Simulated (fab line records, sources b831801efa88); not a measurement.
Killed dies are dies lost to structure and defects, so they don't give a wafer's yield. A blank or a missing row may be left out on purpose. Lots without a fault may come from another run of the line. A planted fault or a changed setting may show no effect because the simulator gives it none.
One fault seen from 2 desks | flow gf180mcu | each desk has only its own numbers; what lay behind them comes last

THE TOOL OWNER'S DESK: pvd_sputter-04
The tool's own readings at GF_MIM_SPUTTER_07 (material TiN, target thk 60 nm, time 50 s): means of the sampled wafers that have a number, for each lot that ran on this tool. A lot is out of limits, marked OUT, if its mean lies more than 4 standard deviations from the usual mean; the brackets give that distance.
Columns: A = throttle_valve_pct at GF_MIM_SPUTTER_07, usual 30.8 %
lot  | first seen here | A
L262 | day 26 07:12    | 30.2
L263 | day 26 21:53    | 30.8
L264 | day 27 00:41    | 31.0
L275 | day 30 15:37    | 31.3
This desk's finding: nothing out of limits on any of the 4 lots.

THE METROLOGY DESK
What the gauges read, lot by lot, whatever tool the lot ran on: means of the sampled wafers that have a number. A lot is out of limits, marked OUT, if its mean lies more than 4 standard deviations from the usual mean; the brackets give that distance.
Columns: A = cd_nm at GF_M5_CD_MEAS_07, usual 279.7 nm
lot  | first seen here | A
L257 | day 26 20:20    | 280.1
L255 | day 26 23:59    | 278.1
L256 | day 27 01:09    | 280.1
L260 | day 27 14:10    | 278.1
L262 | day 28 03:44    | 279.8
L263 | day 28 17:26    | 279.7
L264 | day 28 20:35    | 277.1
L270 | day 30 17:53    | 280.3
L271 | day 30 22:07    | 281.0
L274 | day 31 21:59    | 278.4
L275 | day 32 00:51    | 278.1
L276 | day 32 09:49    | 279.3
This desk's finding: nothing out of limits on any of the 12 lots.

PUT TOGETHER
The tool owner's desk saw nothing out of limits.
The metrology desk saw nothing out of limits.

WHAT THE SIMULATOR HAD PUT IN
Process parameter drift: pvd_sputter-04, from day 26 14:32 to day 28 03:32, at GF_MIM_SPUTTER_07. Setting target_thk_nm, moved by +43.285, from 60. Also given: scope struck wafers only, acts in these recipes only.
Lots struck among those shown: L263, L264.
